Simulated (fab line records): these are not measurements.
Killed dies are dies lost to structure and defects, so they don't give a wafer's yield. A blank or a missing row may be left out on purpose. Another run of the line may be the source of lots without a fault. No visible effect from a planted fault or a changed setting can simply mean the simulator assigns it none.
The tool behind it: which one? -- flow sky130 -- 12 lots (36 wafers sampled), 1 step of a 708-step route

WHAT THE GAUGES READ, wafer by wafer
SKY_VT_ADJUST_NCORE_OVL_MEAS_08.
lot,measured,on,VT_ADJUST_NCORE_OVL (nm)
L075,day 8 21:39,overlay-01,-2.0 -2.0 -0.8
L077,day 9 11:00,overlay-01,-1.0 -1.4 -0.4
L079,day 10 00:28,overlay-02,0.1 0.7 0.1
L081,day 10 16:15,overlay-01,-0.2 -0.5 0.7
L083,day 11 08:07,overlay-02,0.8 -0.1 1.5
L085,day 12 03:24,overlay-01,1.2 0.7 0.2
L087,day 12 15:19,overlay-01,0.5 2.7 1.5
L089,day 13 02:24,overlay-01,2.1 1.2 0.2
L091,day 13 18:22,overlay-01,0.2 0.9 0.4
L093,day 14 05:16,overlay-01,0.7 0.3 -0.9
L095,day 14 18:37,overlay-01,0.9 0.2 -0.1
L097,day 15 18:30,overlay-02,-0.3 1.0 -1.2

WHICH TOOL RAN EACH LOT (tool, then ch and the chambers of the sampled wafers, then the start)
The record shows no process step preceding these readings.

THE ANSWER, worked out from the rows above alone
Rule: what is usual is taken from the lots themselves. Put in order of their means at a reading, lots are off if they are a third of the lots or fewer, leave a main group of 4 or more, and stand apart from it by a gap of 3 or more times the standard deviation of the main group's means; of several such gaps the widest counts. Not used: any main group whose means are identical at the precision the tables above print for the reading. A lot without any number at a reading at which 4 lots or more have one is off too. Where the step has rows for the other lots, those lots are counted as sound.
No lot is off at any reading shown: from this, nothing can be told.

WHAT HAD BEEN PUT IN BY THE SIMULATOR
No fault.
